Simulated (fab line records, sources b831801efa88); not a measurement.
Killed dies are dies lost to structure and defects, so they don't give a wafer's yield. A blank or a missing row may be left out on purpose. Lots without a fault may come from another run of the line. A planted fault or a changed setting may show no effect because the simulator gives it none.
Which tool did it? | flow gf180mcu | 14 lots, 42 wafers sampled, at 1 step of a route of 602

WHAT THE GAUGES READ, wafer by wafer
GF_MIM_THK_MEAS_11: measures by xrf. Usual: MIM_ALCU_THK 200.8 nm, standard deviation 2.6.
lot  | measured     | on            | MIM_ALCU_THK (nm) | flag
L360 | day 25 01:07 | film_metro-04 | 201.1 203.0 201.8 |
L362 | day 25 15:30 | film_metro-04 | 199.0 199.6 194.4 |
L364 | day 26 00:58 | film_metro-01 | 200.2 196.0 197.8 |
L365 | day 26 11:49 | film_metro-04 | 200.5 200.0 202.4 |
L366 | day 27 01:01 | film_metro-02 | 199.9 203.8 202.4 |
L367 | day 27 03:33 | film_metro-01 | 204.3 205.4 203.8 |
L368 | day 27 12:11 | film_metro-01 | 206.6 204.7 200.9 |
L369 | day 27 23:30 | film_metro-04 | 198.3 191.4 198.0 |
L370 | day 28 03:58 | film_metro-01 | 197.7 201.1 202.2 |
L374 | day 29 06:08 | film_metro-02 | 201.9 200.9 204.2 |
L375 | day 29 17:35 | film_metro-04 | 197.9 201.0 197.6 |
L378 | day 30 20:12 | film_metro-02 | 198.5 202.5 199.1 |
L379 | day 30 21:37 | film_metro-02 | 203.4 200.7 202.7 |
L382 | day 31 11:50 | film_metro-04 | 200.8 200.5 197.0 |

WHICH TOOL RAN EACH LOT (tool, then ch and the chambers of the sampled wafers, then the start)
The record holds no process step before these readings.

WHAT THE TOOLS THEMSELVES READ (means of the sampled wafers that have a number; where no wafer has one, the mark that the record gives instead)
The record holds no such reading with a usual standard deviation.

THE ANSWER, worked out from the rows above alone
Rule: a lot is off if the mean of its wafers that have a number lies more than 3 standard deviations from the usual mean. A lot without any number at a reading at which 4 lots or more have one is off too. The other lots that the step has rows for count as sound. The gauges are gone through in route order, then the tools' own readings, and for those a lot's mean is taken as printed above. The first step at which some lot is off is used, and at that step the reading that is off furthest; a lot without a number counts as furthest.
No lot is off at any reading shown: from this, nothing can be told.

WHAT THE SIMULATOR HAD PUT IN
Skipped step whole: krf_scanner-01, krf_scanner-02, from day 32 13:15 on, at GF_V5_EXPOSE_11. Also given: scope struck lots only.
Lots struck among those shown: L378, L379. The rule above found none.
